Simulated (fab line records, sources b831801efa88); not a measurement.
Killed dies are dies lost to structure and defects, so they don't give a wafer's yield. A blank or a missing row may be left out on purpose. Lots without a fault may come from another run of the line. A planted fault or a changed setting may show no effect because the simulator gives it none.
One fault seen from 2 desks | flow sky130 | each desk has only its own numbers; what lay behind them comes last

THE TOOL OWNER'S DESK: plasma_asher-03
The tool's own readings at SKY_VT_ADJUST_HVTP_STRIP_10 (strips in O2/N2): means of the sampled wafers that have a number, for each lot that ran on this tool. A lot is out of limits, marked OUT, if its mean lies more than 4 standard deviations from the usual mean; the brackets give that distance.
Columns: A = drypump_motor_current_A at SKY_VT_ADJUST_HVTP_STRIP_10, usual 5.5 A; B = oes_product_au at SKY_VT_ADJUST_HVTP_STRIP_10, usual 0.716 a.u.; C = strip_time_to_endpoint_s at SKY_VT_ADJUST_HVTP_STRIP_10, usual 14.16 s
lot  | first seen here | A   | B     | C
L615 | day 7 08:17     | 5.9 | 0.712 | 14.13
L619 | day 8 01:50     | 5.9 | 0.718 | 14.16
L620 | day 8 10:22     | 5.9 | 0.717 | 14.15
L622 | day 8 23:38     | 6.0 | 0.714 | 14.16
L623 | day 9 05:35     | 6.0 | 0.716 | 14.21
L627 | day 10 06:32    | 5.9 | 0.720 | 14.16
L629 | day 10 21:23    | 5.9 | 0.714 | 14.15
This desk's finding: nothing out of limits on any of the 7 lots.

THE METROLOGY DESK
What the gauges read, lot by lot, whatever tool the lot ran on: means of the sampled wafers that have a number. A lot is out of limits, marked OUT, if its mean lies more than 4 standard deviations from the usual mean; the brackets give that distance.
Columns: A = VIA4_W_THK at SKY_VIA4_THK_MEAS_20, usual 489 nm
lot  | first seen here | A
L611 | day 43 03:01    | 488
L613 | day 43 12:18    | 489
L615 | day 44 03:06    | 493
L616 | day 44 08:40    | 494
L617 | day 44 13:31    | 496
L618 | day 44 21:34    | 488
L619 | day 45 01:38    | 480
L620 | day 45 09:48    | 493
L623 | day 46 04:55    | 481
L622 | day 46 05:13    | 492
L627 | day 47 02:19    | 484
L629 | day 47 16:17    | 492
L630 | day 47 18:57    | 489
This desk's finding: nothing out of limits on any of the 13 lots.

PUT TOGETHER
The tool owner's desk saw nothing out of limits.
The metrology desk saw nothing out of limits.

WHAT THE SIMULATOR HAD PUT IN
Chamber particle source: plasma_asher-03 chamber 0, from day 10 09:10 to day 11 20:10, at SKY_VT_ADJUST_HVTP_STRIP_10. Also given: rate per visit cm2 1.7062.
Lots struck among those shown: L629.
